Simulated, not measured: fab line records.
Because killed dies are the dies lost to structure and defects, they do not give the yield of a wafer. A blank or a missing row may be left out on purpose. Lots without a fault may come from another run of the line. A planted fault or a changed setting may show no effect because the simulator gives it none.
fab line records    flow sky130
record: lots: 24  wafers: 72  last_day: 50
route steps=708 shown NWELL@76 SD_N@349 CONTACT@407 VIA1@460 VIA3@597
lots with no fault: from the same line, run without faults
start_h: hours from the record's first day to the start of the lot's first wafer shown    wait_h: how many hours have passed since the lot's step before this one    " as in the row above    L1.1+2: several wafers, shown together as one row    - either no value or no given start    * or withheld: withheld    < > ~ a bound
route shown NAME@n: NAME is a module with steps in the file, n the number in the route of the first one    usual: mean/standard deviation of fault-free wafers    same: alike in all rows    chamber/n: place in a boat    sites: readings site by site    _std_site: their standard deviation    _edge_site: outer sites' mean less inner sites'    radius_mm: for every site, how far away it sits from the centre of the wafer    mask NAME#n: copy n    behind: the most recent tool/chamber to have shaped the wafer    hold: reason for holding the lot/hours on hold/outcome of the hold    device: the n, p or np transistor that did not switch    end of line: the route-end tests of the same wafers    a step without rows: its recipe alone    killed: count of dies lost to structure and defects at first sort (not the wafer's yield)    map: a wafer's dies, marking killed ones x, the rest . and places with no die _
set.NAME: the setting that was run; set.NAME@STEP: the one run at that earlier step    model.NAME: the simulator's own value behind a step, which no gauge read
one table for each step of the route and one row for each wafer, over a sample of lots
services: a tool's chamber out of use, with start hour (start_h, from the record's first day; less than 0 if before it), hours out, and reason
== steps ==
step: SKY_NWELL_OVL_MEAS_23
usual: NWELL_01_OVL: -0.1/1.2
lot.wafer  tool        chamber  start_h  wait_h  NWELL_01_OVL[nm]
L074.4     overlay-01  -        100.40   -       -1.1
L074.5     "           -        "        "       -0.4
L074.6     "           -        "        "       -0.2
L075.2     overlay-01  -        107.09   -       -1.5
L075.5     "           -        "        "       -0.4
L075.6     "           -        "        "       -0.7
L076.1     overlay-01  -        113.57   -       -2.5
L076.5     "           -        "        "       -2.8
L076.6     "           -        "        "       -1.6
L077.2     overlay-01  -        120.59   -       -0.3
L077.4     "           -        "        "       -1.2
L077.5     "           -        "        "       -0.3
L078.1     overlay-02  -        128.34   -       -1.2
L078.3     "           -        "        "       -0.8
L078.5     "           -        "        "       0.3
L079.2     overlay-01  -        130.64   -       -0.4
L079.3     "           -        "        "       -1.2
L079.4     "           -        "        "       -1.3
L080.1     overlay-02  -        134.09   -       -0.4
L080.5     "           -        "        "       0.5
L080.6     "           -        "        "       -0.1
L081.2     overlay-02  -        144.74   -       0.0
L081.4     "           -        "        "       1.5
L081.6     "           -        "        "       0.2
L082.1     overlay-01  -        153.42   -       -0.1
L082.5     "           -        "        "       -0.7
L082.6     "           -        "        "       -0.9
L083.2     overlay-02  -        155.34   -       0.2
L083.3     "           -        "        "       0.2
L083.5     "           -        "        "       -0.4
L084.2     overlay-02  -        163.57   -       1.3
L084.4     "           -        "        "       -0.8
L084.5     "           -        "        "       -1.3
L085.1     overlay-02  -        173.02   -       -1.1
L085.3     "           -        "        "       0.8
L085.6     "           -        "        "       -0.4
L086.2     overlay-01  -        177.82   -       -1.2
L086.3     "           -        "        "       -1.2
L086.6     "           -        "        "       -0.6
L087.2     overlay-02  -        180.57   -       0.8
L087.3     "           -        "        "       0.9
L087.4     "           -        "        "       0.1
L088.1     overlay-01  -        186.07   -       0.3
L088.4     "           -        "        "       -0.5
L088.5     "           -        "        "       0.8
L089.3     overlay-02  -        194.08   -       1.8
L089.4     "           -        "        "       0.8
L089.5     "           -        "        "       0.6
L090.1     overlay-01  -        198.97   -       0.3
L090.2     "           -        "        "       1.1
L090.3     "           -        "        "       1.1
L091.2     overlay-02  -        206.74   -       -2.1
L091.4     "           -        "        "       -2.5
L091.5     "           -        "        "       -2.0
L092.3     overlay-02  -        214.95   -       1.6
L092.4     "           -        "        "       1.8
L092.5     "           -        "        "       0.9
L093.1     overlay-02  -        223.57   -       0.2
L093.2     "           -        "        "       0.8
L093.5     "           -        "        "       2.3
L094.3     overlay-01  -        225.45   -       0.5
L094.4     "           -        "        "       1.2
L094.5     "           -        "        "       0.2
L095.1     overlay-01  -        229.39   -       0.4
L095.2     "           -        "        "       0.1
L095.4     "           -        "        "       0.4
L096.4     overlay-02  -        234.89   -       -0.8
L096.5     "           -        "        "       -0.2
L096.6     "           -        "        "       -0.1
L097.2     overlay-01  -        242.29   -       0.5
L097.3     "           -        "        "       0.0
L097.5     "           -        "        "       -0.3
step: SKY_SD_N_CD_MEAS_07
recipe: target_cd_nm: 380
usual: cd_nm: 380.1/2.3
lot.wafer  tool       chamber  start_h  wait_h  cd_nm
L074.4     cd_sem-01  -        641.87   0.1     385.0
L074.5     "          -        "        "       384.0
L074.6     "          -        "        "       386.2
L075.2     cd_sem-02  -        648.43   0.1     379.0
L075.5     "          -        "        "       377.2
L075.6     "          -        "        "       379.3
L076.1     cd_sem-02  -        657.16   0.1     380.7
L076.5     "          -        "        "       381.6
L076.6     "          -        "        "       382.5
L077.2     cd_sem-01  -        668.00   0.1     379.5
L077.4     "          -        "        "       379.3
L077.5     "          -        "        "       379.7
L078.1     cd_sem-02  -        674.46   0.1     382.2
L078.3     "          -        "        "       382.2
L078.5     "          -        "        "       380.5
L079.2     cd_sem-01  -        678.13   0.1     379.9
L079.3     "          -        "        "       380.9
L079.4     "          -        "        "       378.1
L080.1     cd_sem-01  -        686.43   0.1     380.1
L080.5     "          -        "        "       384.3
L080.6     "          -        "        "       382.4
L081.2     cd_sem-02  -        698.53   0.1     377.8
L081.4     "          -        "        "       378.6
L081.6     "          -        "        "       377.7
L083.2     cd_sem-01  -        715.55   0.2     379.7
L083.3     "          -        "        "       377.8
L083.5     "          -        "        "       381.4
L082.1     cd_sem-02  -        716.96   0.1     381.8
L082.5     "          -        "        "       378.7
L082.6     "          -        "        "       379.9
L084.2     cd_sem-01  -        725.83   0.1     385.2
L084.4     "          -        "        "       381.7
L084.5     "          -        "        "       385.6
L085.1     cd_sem-01  -        740.63   0.1     377.1
L085.3     "          -        "        "       377.3
L085.6     "          -        "        "       377.7
L086.2     cd_sem-01  -        744.28   0.1     379.7
L086.3     "          -        "        "       380.8
L086.6     "          -        "        "       381.0
L087.2     cd_sem-01  -        748.38   0.1     381.7
L087.3     "          -        "        "       378.1
L087.4     "          -        "        "       379.6
L088.1     cd_sem-02  -        751.89   0.1     379.5
L088.4     "          -        "        "       379.1
L088.5     "          -        "        "       378.7
L089.3     cd_sem-02  -        768.80   0.1     375.7
L089.4     "          -        "        "       376.6
L089.5     "          -        "        "       377.7
L090.1     cd_sem-02  -        772.36   0.1     381.7
L090.2     "          -        "        "       382.3
L090.3     "          -        "        "       382.5
L091.2     cd_sem-01  -        783.76   0.1     381.7
L091.4     "          -        "        "       380.0
L091.5     "          -        "        "       381.2
L092.3     cd_sem-01  -        791.28   0.1     381.3
L092.4     "          -        "        "       379.9
L092.5     "          -        "        "       380.2
L093.1     cd_sem-01  -        808.74   0.1     380.9
L093.2     "          -        "        "       381.3
L093.5     "          -        "        "       382.1
L094.3     cd_sem-01  -        811.11   0.1     379.7
L094.4     "          -        "        "       380.7
L094.5     "          -        "        "       377.5
L095.1     cd_sem-01  -        816.59   0.1     381.3
L095.2     "          -        "        "       379.8
L095.4     "          -        "        "       382.9
L096.4     cd_sem-02  -        820.72   0.1     380.8
L096.5     "          -        "        "       376.8
L096.6     "          -        "        "       378.3
L097.2     cd_sem-01  -        823.58   0.1     374.9
L097.3     "          -        "        "       376.8
L097.5     "          -        "        "       377.3
step: SKY_CONTACT_THK_MEAS_01
recipe: reads: Si3N4_of_CONTACT_CVD_00
usual: CONTACT_CVD_00_THK: 74.9/0.95
lot.wafer  tool           chamber  start_h  wait_h  CONTACT_CVD_00_THK[nm]
L074.4     film_metro-01  -        702.47   -       75.3
L074.5     "              -        "        "       76.4
L074.6     "              -        "        "       75.4
L075.2     film_metro-04  -        710.03   -       72.6
L075.5     "              -        "        "       75.9
L075.6     "              -        "        "       75.8
L076.1     film_metro-04  -        717.99   -       74.3
L076.5     "              -        "        "       75.3
L076.6     "              -        "        "       76.1
L077.2     film_metro-01  -        729.72   -       73.7
L077.4     "              -        "        "       74.6
L077.5     "              -        "        "       75.2
L078.1     film_metro-03  -        735.20   -       73.6
L078.3     "              -        "        "       73.3
L078.5     "              -        "        "       74.2
L079.2     film_metro-01  -        739.45   -       75.3
L079.3     "              -        "        "       73.8
L079.4     "              -        "        "       75.4
L080.1     film_metro-04  -        746.73   -       74.1
L080.5     "              -        "        "       74.5
L080.6     "              -        "        "       74.2
L081.2     film_metro-04  -        759.28   -       74.3
L081.4     "              -        "        "       75.4
L081.6     "              -        "        "       75.7
L083.2     film_metro-01  -        775.03   -       74.3
L083.3     "              -        "        "       74.3
L083.5     "              -        "        "       75.3
L082.1     film_metro-01  -        776.35   -       74.5
L082.5     "              -        "        "       73.9
L082.6     "              -        "        "       75.0
L084.2     film_metro-04  -        786.19   -       75.0
L084.4     "              -        "        "       75.7
L084.5     "              -        "        "       74.8
L085.1     film_metro-03  -        800.38   -       74.1
L085.3     "              -        "        "       74.9
L085.6     "              -        "        "       75.7
L086.2     film_metro-03  -        806.31   -       73.3
L086.3     "              -        "        "       74.5
L086.6     "              -        "        "       75.4
L087.2     film_metro-03  -        808.37   -       74.3
L087.3     "              -        "        "       75.0
L087.4     "              -        "        "       74.5
L088.1     film_metro-01  -        810.61   -       74.2
L088.4     "              -        "        "       74.5
L088.5     "              -        "        "       75.1
L089.3     film_metro-03  -        828.21   -       74.1
L089.4     "              -        "        "       76.2
L089.5     "              -        "        "       74.9
L090.1     film_metro-01  -        831.46   -       75.3
L090.2     "              -        "        "       74.1
L090.3     "              -        "        "       73.8
L091.2     film_metro-03  -        841.79   -       76.6
L091.4     "              -        "        "       76.5
L091.5     "              -        "        "       76.9
L092.3     film_metro-01  -        849.94   -       74.3
L092.4     "              -        "        "       75.4
L092.5     "              -        "        "       76.7
L093.1     film_metro-03  -        867.06   -       73.0
L093.2     "              -        "        "       74.5
L093.5     "              -        "        "       75.3
L094.3     film_metro-04  -        869.09   -       75.6
L094.4     "              -        "        "       75.4
L094.5     "              -        "        "       76.2
L095.1     film_metro-03  -        873.72   -       73.5
L095.2     "              -        "        "       74.7
L095.4     "              -        "        "       76.1
L096.4     film_metro-03  -        878.26   -       75.6
L096.5     "              -        "        "       74.1
L096.6     "              -        "        "       74.6
L097.2     film_metro-03  -        881.33   -       74.4
L097.3     "              -        "        "       74.3
L097.5     "              -        "        "       76.3
step: SKY_VIA1_CMP_02
recipe: material: SiO2  down_force_psi: 4  platen_rpm: 60  pad_velocity_m_s: 0.94248
usual: head_pressure_psi: 4.000/0.0095  motor_current_A: 11.9/1.6  platen_rpm: 60.01/0.038
lot.wafer  tool    chamber  start_h  wait_h  head_pressure_psi  motor_current_A  platen_rpm
L074.4     cmp-02  2        761.78   0.1     3.999              14.4             60.05
L074.6     "       0        "        "       3.996              10.4             59.98
L074.5     "       1        "        "       3.995              12.2             60.06
L075.2     cmp-02  2        771.18   0.1     4.004              14.0             59.96
L075.6     "       0        "        "       3.983              10.4             59.98
L075.5     "       1        "        "       4.000              12.3             60.00
L076.1     cmp-01  0        776.85   0.1     4.006              10.0             59.95
L076.5     "       0        "        "       4.007              10.0             59.94
L076.6     "       1        "        "       4.006              13.1             60.02
L077.4     cmp-01  0        787.97   0.1     3.993              10.1             59.96
L077.2     "       1        "        "       3.997              13.2             60.06
L077.5     "       2        "        "       4.006              13.6             60.03
L078.1     cmp-01  0        794.38   0.1     4.007              10.4             60.02
L078.3     "       2        "        "       3.987              13.7             59.95
L078.5     "       3        "        "       3.998              11.2             59.87
L079.4     cmp-02  0        798.26   0.0     4.001              10.3             59.97
L079.3     "       1        "        "       4.002              11.7             60.01
L079.2     "       2        "        "       4.006              14.2             60.06
L080.1     cmp-02  0        804.67   0.2     3.993              11.1             60.01
L080.6     "       1        "        "       3.991              12.0             59.97
L080.5     "       2        "        "       3.989              14.1             60.08
L081.2     cmp-01  2        817.58   0.0     4.002              14.0             59.99
L081.4     "       0        "        "       4.007              9.7              60.05
L081.6     "       2        "        "       4.016              14.2             60.03
L083.3     cmp-01  0        833.42   0.0     3.994              9.8              60.02
L083.2     "       3        "        "       4.000              11.5             60.09
L083.5     "       1        "        "       3.993              14.0             60.00
L082.1     cmp-02  3        835.83   0.1     4.008              10.7             60.05
L082.5     "       1        "        "       3.984              11.4             59.98
L082.6     "       2        "        "       3.989              14.2             60.02
L084.2     cmp-02  2        843.89   0.0     4.016              14.2             59.99
L084.4     "       3        "        "       3.989              11.0             60.07
L084.5     "       3        "        "       3.993              10.2             59.99
L085.3     cmp-01  0        857.99   0.1     3.992              9.8              59.96
L085.1     "       1        "        "       4.006              13.1             60.06
L085.6     "       3        "        "       3.988              11.2             60.02
L086.3     cmp-02  1        863.75   0.0     3.995              12.3             59.99
L086.2     "       2        "        "       3.997              13.8             59.97
L086.6     "       2        "        "       3.999              14.2             60.01
L087.2     cmp-02  2        865.99   0.0     4.011              14.5             60.03
L087.4     "       0        "        "       4.006              10.3             60.02
L087.3     "       1        "        "       4.000              12.3             59.98
L088.1     cmp-01  2        868.99   0.1     4.006              13.9             59.95
L088.4     "       3        "        "       4.010              10.7             59.98
L088.5     "       1        "        "       3.997              13.5             60.00
L089.3     cmp-02  0        884.90   0.1     4.000              10.4             59.98
L089.4     "       1        "        "       3.999              11.9             59.98
L089.5     "       3        "        "       3.993              10.9             60.04
L090.1     cmp-01  3        886.60   0.1     3.987              10.5             60.00
L090.3     "       0        "        "       3.998              9.8              59.92
L090.2     "       1        "        "       4.005              14.0             60.04
L091.2     cmp-01  3        897.98   0.0     3.998              10.6             59.93
L091.4     "       2        "        "       4.008              13.6             60.01
L091.5     "       3        "        "       3.989              10.9             59.97
L092.3     cmp-01  2        905.12   0.0     3.978              14.4             59.97
L092.4     "       1        "        "       3.992              13.6             60.03
L092.5     "       2        "        "       4.007              14.7             60.01
L093.1     cmp-02  0        922.20   0.2     4.020              10.6             60.01
L093.2     "       2        "        "       4.005              14.5             60.05
L093.5     "       0        "        "       4.020              10.2             60.00
L094.4     cmp-01  1        923.72   0.0     3.990              13.6             59.99
L094.3     "       0        "        "       3.991              9.4              60.02
L094.5     "       1        "        "       3.983              13.0             59.98
L095.1     cmp-01  3        926.99   0.1     4.007              11.0             60.05
L095.2     "       0        "        "       3.988              10.4             59.97
L095.4     "       1        "        "       4.009              13.8             60.01
L096.4     cmp-02  3        931.10   0.1     3.994              11.1             59.99
L096.5     "       2        "        "       3.999              14.5             60.05
L096.6     "       3        "        "       3.983              11.1             60.04
L097.2     cmp-01  2        934.58   0.0     4.005              13.8             60.04
L097.3     "       0        "        "       3.994              10.2             59.97
L097.5     "       3        "        "       3.995              11.1             59.98
step: SKY_VIA1_CVD_21
recipe: material: W  target_thk_nm: 270  time_s: 80.902  temp_c: 400  pressure_torr: 40
usual: heater_power_w: 851/36
lot.wafer  tool      chamber  start_h  wait_h  heater_power_w
L074.4     cvd_w-01  0        790.10   0.1     890
L074.5     "         1        "        "       786
L074.6     "         0        "        "       869
L075.2     cvd_w-01  1        800.04   0.0     799
L075.5     "         0        "        "       874
L075.6     "         1        "        "       807
L076.1     cvd_w-02  1        806.16   0.0     848
L076.5     "         1        "        "       826
L076.6     "         0        "        "       861
L077.2     cvd_w-01  1        816.43   0.1     801
L077.4     "         1        "        "       805
L077.5     "         1        "        "       793
L078.1     cvd_w-01  0        823.15   0.0     881
L078.3     "         1        "        "       798
L078.5     "         0        "        "       888
L079.2     cvd_w-02  1        827.48   0.0     833
L079.3     "         0        "        "       879
L079.4     "         1        "        "       827
L080.1     cvd_w-01  1        833.09   0.0     788
L080.5     "         0        "        "       869
L080.6     "         1        "        "       782
L081.2     cvd_w-02  1        846.23   0.0     810
L081.4     "         0        "        "       863
L081.6     "         1        "        "       830
L083.2     cvd_w-01  1        860.77   0.0     794
L083.3     "         1        "        "       808
L083.5     "         1        "        "       793
L082.1     cvd_w-02  0        862.78   0.0     871
L082.5     "         1        "        "       839
L082.6     "         0        "        "       885
L084.2     cvd_w-01  1        871.56   0.0     814
L084.4     "         1        "        "       798
L084.5     "         1        "        "       804
L085.1     cvd_w-02  1        885.15   0.0     825
L085.3     "         0        "        "       865
L085.6     "         0        "        "       882
L086.2     cvd_w-02  0        891.11   0.1     879
L086.3     "         0        "        "       861
L086.6     "         0        "        "       873
L087.2     cvd_w-02  0        893.49   0.1     899
L087.3     "         0        "        "       884
L087.4     "         0        "        "       878
L088.1     cvd_w-02  1        896.33   0.0     831
L088.4     "         0        "        "       876
L088.5     "         0        "        "       888
L089.3     cvd_w-02  1        911.91   0.1     828
L089.4     "         0        "        "       860
L089.5     "         0        "        "       877
L090.1     cvd_w-02  0        913.83   0.0     887
L090.2     "         1        "        "       842
L090.3     "         1        "        "       843
L091.2     cvd_w-02  0        924.51   0.0     890
L091.4     "         0        "        "       880
L091.5     "         0        "        "       847
L092.3     cvd_w-02  1        931.18   0.1     816
L092.4     "         0        "        "       865
L092.5     "         1        "        "       817
L093.1     cvd_w-02  0        948.86   0.0     871
L093.2     "         1        "        "       823
L093.5     "         0        "        "       900
L094.3     cvd_w-02  0        950.16   0.1     885
L094.4     "         0        "        "       864
L094.5     "         0        "        "       877
L095.1     cvd_w-02  0        953.46   0.0     860
L095.2     "         0        "        "       879
L095.4     "         0        "        "       886
L096.4     cvd_w-01  0        956.86   0.1     889
L096.5     "         1        "        "       739
L096.6     "         0        "        "       891
L097.2     cvd_w-02  0        960.66   0.1     869
L097.3     "         0        "        "       865
L097.5     "         0        "        "       897
step: SKY_VIA3_CMP_24
recipe: stop_on: SiO2  t_overpolish_s: 20  down_force_psi: 3.5  platen_rpm: 60  target_thk_nm: 0  pad_velocity_m_s: 0.94248
usual: head_pressure_psi: 3.501/0.0078  motor_current_A: 11.0/1.5  overpolish_run_s: 20.002/0.0087  platen_rpm: 60.00/0.04  time_to_endpoint_s: 93/5.1
same: t_overpolish_s: 20
lot.wafer  tool    chamber  start_h  wait_h  head_pressure_psi  motor_current_A  overpolish_run_s  platen_rpm  time_to_endpoint_s
L074.4     cmp-01  2        928.60   0.0     3.514              13.1             19.990            60.08       85
L074.5     "       2        "        "       3.491              13.0             19.997            60.12       86
L074.6     "       3        "        "       3.513              9.8              19.990            60.05       80
L075.2     cmp-01  2        937.59   0.2     3.492              12.4             20.005            59.99       87
L075.6     "       3        "        "       3.482              10.2             19.996            59.97       85
L075.5     "       0        "        "       3.511              9.4              19.996            59.97       87
L076.1     cmp-01  3        944.19   0.1     3.493              9.7              19.991            60.03       86
L076.5     "       2        "        "       3.498              12.5             20.000            60.05       87
L076.6     "       3        "        "       3.502              10.4             20.001            60.04       83
L077.2     cmp-02  2        951.95   0.1     3.498              13.5             20.014            60.01       94
L077.4     "       3        "        "       3.497              9.6              19.995            59.98       93
L077.5     "       1        "        "       3.505              10.8             19.998            60.03       92
L078.1     cmp-02  1        958.85   0.3     3.504              11.1             19.995            59.94       89
L078.3     "       0        "        "       3.496              9.1              19.993            60.03       96
L078.5     "       1        "        "       3.506              11.0             20.017            59.94       90
L079.2     cmp-02  2        962.39   0.1     3.500              13.3             20.014            60.05       94
L079.4     "       3        "        "       3.508              10.0             19.981            60.00       93
L079.3     "       0        "        "       3.520              9.4              20.013            59.97       98
L080.1     cmp-01  1        966.55   0.1     3.502              12.7             19.996            60.03       93
L080.5     "       3        "        "       3.501              10.3             19.998            59.97       86
L080.6     "       0        "        "       3.498              9.0              19.997            59.99       93
L081.4     cmp-02  3        978.85   0.0     3.502              10.6             20.003            59.98       99
L081.2     "       0        "        "       3.505              9.4              20.003            60.03       104
L081.6     "       3        "        "       3.506              9.8              20.007            60.00       96
L082.1     cmp-02  0        994.88   0.1     3.507              9.7              20.001            60.00       100
L082.5     "       2        "        "       3.495              13.0             20.007            59.97       100
L082.6     "       3        "        "       3.506              9.9              19.994            60.07       96
L083.2     cmp-02  2        995.08   0.2     3.502              13.3             20.003            59.96       97
L083.3     "       1        "        "       3.503              11.2             20.004            59.99       96
L083.5     "       3        "        "       3.506              10.3             20.004            60.01       98
L084.2     cmp-02  3        1003.00  0.1     3.497              9.8              19.992            59.97       98
L084.4     "       0        "        "       3.503              9.0              19.995            60.01       97
L084.5     "       1        "        "       3.498              10.3             19.999            59.90       96
L085.1     cmp-01  1        1016.41  0.1     3.516              11.7             20.011            60.06       92
L085.3     "       3        "        "       3.502              10.6             19.988            60.03       89
L085.6     "       2        "        "       3.503              12.5             20.003            59.95       97
L086.3     cmp-01  3        1020.19  0.1     3.478              9.8              20.006            60.03       91
L086.2     "       1        "        "       3.500              11.9             20.014            59.99       92
L086.6     "       2        "        "       3.506              12.7             20.001            59.94       94
L087.2     cmp-01  0        1023.35  0.0     3.489              8.9              20.012            60.03       91
L087.4     "       1        "        "       3.487              12.4             19.990            60.05       92
L087.3     "       2        "        "       3.503              12.4             19.993            59.99       92
L088.4     cmp-01  2        1024.41  0.1     3.501              12.3             19.996            60.02       94
L088.1     "       0        "        "       3.487              9.0              20.003            60.03       97
L088.5     "       2        "        "       3.512              12.5             20.010            60.02       96
L089.4     cmp-01  3        1040.01  0.1     3.489              9.7              19.995            59.98       91
L089.3     "       1        "        "       3.508              12.0             20.004            59.97       90
L089.5     "       3        "        "       3.491              9.7              20.005            59.98       86
L090.2     cmp-02  0        1040.59  0.0     3.520              9.5              20.009            60.00       98
L090.1     "       2        "        "       3.499              13.2             19.999            59.95       94
L090.3     "       3        "        "       3.499              9.7              20.000            60.02       96
L091.2     cmp-02  0        1049.76  0.0     3.491              9.4              20.003            59.98       98
L091.4     "       3        "        "       3.495              10.0             20.010            60.02       90
L091.5     "       0        "        "       3.488              9.1              20.017            60.03       97
L092.3     cmp-01  2        1053.68  0.0     3.486              12.9             20.003            60.06       94
L092.4     "       1        "        "       3.508              13.0             19.991            60.08       90
L092.5     "       2        "        "       3.491              12.4             20.003            60.10       100
L093.1     cmp-01  1        1071.86  0.1     3.502              12.0             20.003            60.00       91
L093.2     "       2        "        "       3.498              12.7             20.027            59.94       94
L093.5     "       0        "        "       3.512              9.1              20.009            59.96       91
L094.3     cmp-01  1        1072.06  0.2     3.500              12.6             19.994            60.00       96
L094.4     "       0        "        "       3.499              8.9              20.011            60.01       97
L094.5     "       2        "        "       3.505              12.7             19.994            59.99       97
L095.1     cmp-01  2        1076.25  0.1     3.499              12.2             20.004            60.02       94
L095.4     "       3        "        "       3.496              9.7              20.010            60.00       88
L095.2     "       1        "        "       3.510              12.3             20.007            60.05       88
L096.4     cmp-02  2        1077.36  0.1     3.492              12.9             19.982            59.97       100
L096.5     "       0        "        "       3.501              9.2              20.016            60.03       99
L096.6     "       1        "        "       3.499              11.4             20.002            59.98       96
L097.2     cmp-02  2        1080.07  0.0     3.496              13.3             19.995            59.97       95
L097.3     "       1        "        "       3.506              11.4             19.990            59.97       98
L097.5     "       3        "        "       3.495              10.1             20.023            60.00       94
== services ==
tool      chamber  start_h  hours  kind
cmp-02    -        744.86   4.0    pm
cvd_w-02  1        752.33   4.6    repair
cmp-01    -        760.72   2.7    pm
cvd_w-01  -        768.15   0.9    repair
cmp-01    -        772.44   0.5    repair
cmp-01    -        799.99   0.9    repair
cvd_w-01  0        805.01   13.3   repair
cvd_w-02  0        833.48   6.2    repair
cvd_w-02  1        886.28   8.1    repair
cmp-02    -        887.97   0.3    repair
cvd_w-01  -        904.00   14.0   pm
cmp-02    -        911.49   7.9    pm
cmp-01    -        912.00   4.0    pm
cvd_w-01  1        936.93   1.4    repair
cmp-01    -        941.45   2.4    repair
cvd_w-02  1        949.67   17.9   repair
cmp-02    -        954.22   0.5    repair
cmp-01    -        954.67   9.8    repair
cmp-01    -        963.10   0.7    repair
cmp-01    -        981.69   0.6    repair
cmp-01    -        993.37   8.0    repair
cvd_w-02  -        1010.73  6.0    pm
cmp-01    -        1045.02  6.3    pm
cmp-02    -        1059.55  0.9    repair
== key ==
fault none
